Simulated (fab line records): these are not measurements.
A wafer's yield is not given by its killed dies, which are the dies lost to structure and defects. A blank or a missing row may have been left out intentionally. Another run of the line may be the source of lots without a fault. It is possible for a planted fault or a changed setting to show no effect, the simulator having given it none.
A lot that was struck, set against a sound lot ; flow sky130 ; 28 steps out of a route of 708
Sound: wafers L877.1, L877.5, L877.6. Wafers struck: L869.2, L869.5, L869.6. At the end, the cause is stated.
Per side, at each step with rows, come the tool, then ch with its chambers, and then its first start. Under that, the readings that differ: sound wafers ; struck wafers ; difference of the means ; sigmas: that difference in standard deviations of wafers without a fault.
alike: words and numbers the same on both sides, and readings whose means are apart by under 2 such deviations; not compared: readings that were withheld, readings missing a value for some wafer, numbers with overlapping values and no deviation given by the record, and bounds like >300 which may hide the same value.
Wherever a step has rows on one side only, a row that says differs or no value, or a row with sigmas, the two part there. Numbers that don't overlap but have no deviation are shown without sigmas and don't part them. A reading that every wafer of one side lacks parts them only if that side has two wafers or more.

first, 1 step without rows for these wafers: SKY_VIA4_ETCH_12 (etches SiO2 in C4F8/O2/Ar, stops on TiN, target depth 580 nm).
SKY_VIA4_STRIP_13: strips in O2/N2.
  sound on plasma_asher-04 ch 0,1, day 47 20:02; struck on plasma_asher-04 ch 0,1, day 45 19:35
  alike: drypump_motor_current_A, oes_product_au, strip_time_to_endpoint_s
  not compared: rf_hours_counter_h
then, 5 steps without rows for these wafers: SKY_VIA4_STRIP_14 (strips in post etch residue remover, time 1200 s); SKY_VIA4_CLEAN_15 (cleans in IPA, time 180 s); SKY_VIA4_CLEAN_16 (cleans in O3/DIW); SKY_VIA4_SPUTTER_17 (material TiN, target thk 20 nm, time 80 s); SKY_VIA4_CVD_18 (deposits W, target thk 505 nm, time 152.14 s).
SKY_VIA4_RS_MEAS_19: uses a four-point probe to measure.
  sound on film_metro-04 at day 47 20:53; struck on film_metro-02 at day 45 21:13
  alike: VIA4_W_RS
SKY_VIA4_THK_MEAS_20: measures by xrf.
  sound on film_metro-04 at day 47 21:01; struck on film_metro-02 at day 45 21:19
reading;sound;struck;difference;sigmas
VIA4_W_THK (nm);505 505 510;494 497 496;-11;-2
SKY_VIA4_CMP_21: polishes, stops on SiO2, t overpolish 25 s, target thk 0 nm.
  sound on cmp-01 ch 0,1,2, day 47 21:56; struck on cmp-02 ch 1,2,3, day 45 21:38
  alike: edge_zone_pressure_frac, motor_current_A, overpolish_run_s, time_to_endpoint_s
then, 1 step without rows for these wafers: SKY_METAL5_SPUTTER_00 (material Ti, target thk 15 nm, time 10.36 s).
SKY_METAL5_SPUTTER_01: material TiN, target thk 20 nm, time 16.7 s.
  sound on pvd_sputter-02 at day 47 22:10; struck on pvd_sputter-03 at day 45 21:51
  alike: throttle_valve_pct
SKY_METAL5_SPUTTER_02: material AlCu, target thk 1150 nm, time 61.2 s.
  sound on pvd_sputter-02 at day 47 22:11; struck on pvd_sputter-03 at day 45 21:53
reading;sound;struck;difference;sigmas
model.AlCu_of_METAL5_SPUTTER_02.thk_nm (nm);1143 1143 1147;1435 1444 1438;+295;
  alike: throttle_valve_pct
SKY_METAL5_SPUTTER_03: material Ti, target thk 5 nm, time 3.3 s.
  sound on pvd_sputter-02 at day 47 22:14; struck on pvd_sputter-03 at day 45 21:56
  alike: throttle_valve_pct
SKY_METAL5_SPUTTER_04: material TiN, target thk 70 nm, time 58.3 s.
  sound on pvd_sputter-02 at day 47 22:16; struck on pvd_sputter-03 at day 45 21:57
  alike: throttle_valve_pct
SKY_METAL5_RS_MEAS_05: uses a four-point probe to measure.
  sound on film_metro-04 at day 47 22:18; struck on film_metro-01 at day 45 22:01
reading;sound;struck;difference;sigmas
METAL5_ALCU_RS (ohm/sq);0.0273 0.0273 0.0272;0.0217 0.0215 0.0216;-0.0057;-17
SKY_METAL5_THK_MEAS_06: measures by xrf.
  sound on film_metro-04 at day 47 22:25; struck on film_metro-01 at day 45 22:08
reading;sound;struck;difference;sigmas
METAL5_ALCU_THK (nm);1137 1131 1138;1436 1429 1438;+299;+20
then, 8 steps without rows for these wafers: SKY_METAL5_DEHYDRATE_07 (time 60 s); SKY_METAL5_HMDS_08 (prime time 60 s); SKY_METAL5_COAT_09 (resist thk 1800 nm); SKY_METAL5_SOFTBAKE_10 (time 60 s); SKY_METAL5_EXPOSE_11 (exposes mask MM5, target cd 1600 nm); SKY_METAL5_PEB_12; SKY_METAL5_DEVELOP_13 (develop time 60 s); SKY_METAL5_DESCUM_14 (chemistry O2, time 11 s).
SKY_METAL5_METAL_ETCH_15: etches the open film in Cl2/BCl3, stops on SiO2, target depth 1260 nm, time 252 s.
  sound on rie_metal-03 ch 0,1, day 48 17:38; struck on rie_metal-01 ch 0,1, day 46 18:11
reading;sound;struck;difference;sigmas
drypump_motor_current_A (A);6.5 6.0 6.4;4.9 4.9 5.8;-1.1;-2
oes_product_au (a.u.);0.895 0.885 0.891;0.993 0.986 0.990;+0.099;+19
  alike: throttle_valve_pct
  not compared: rf_hours_counter_h
then, 1 step without rows for these wafers: SKY_METAL5_STRIP_16 (strips in O2/N2).
SKY_PAD_OPEN_PROBE_99:
  the record has rows for the sound wafers here (prober-01, day 50 07:10) and none for the struck ones

== WHERE THEY PART ==
At SKY_VIA4_THK_MEAS_20 first; at SKY_PAD_OPEN_PROBE_99 last (within this record only).

WHY: the cause the simulator had injected
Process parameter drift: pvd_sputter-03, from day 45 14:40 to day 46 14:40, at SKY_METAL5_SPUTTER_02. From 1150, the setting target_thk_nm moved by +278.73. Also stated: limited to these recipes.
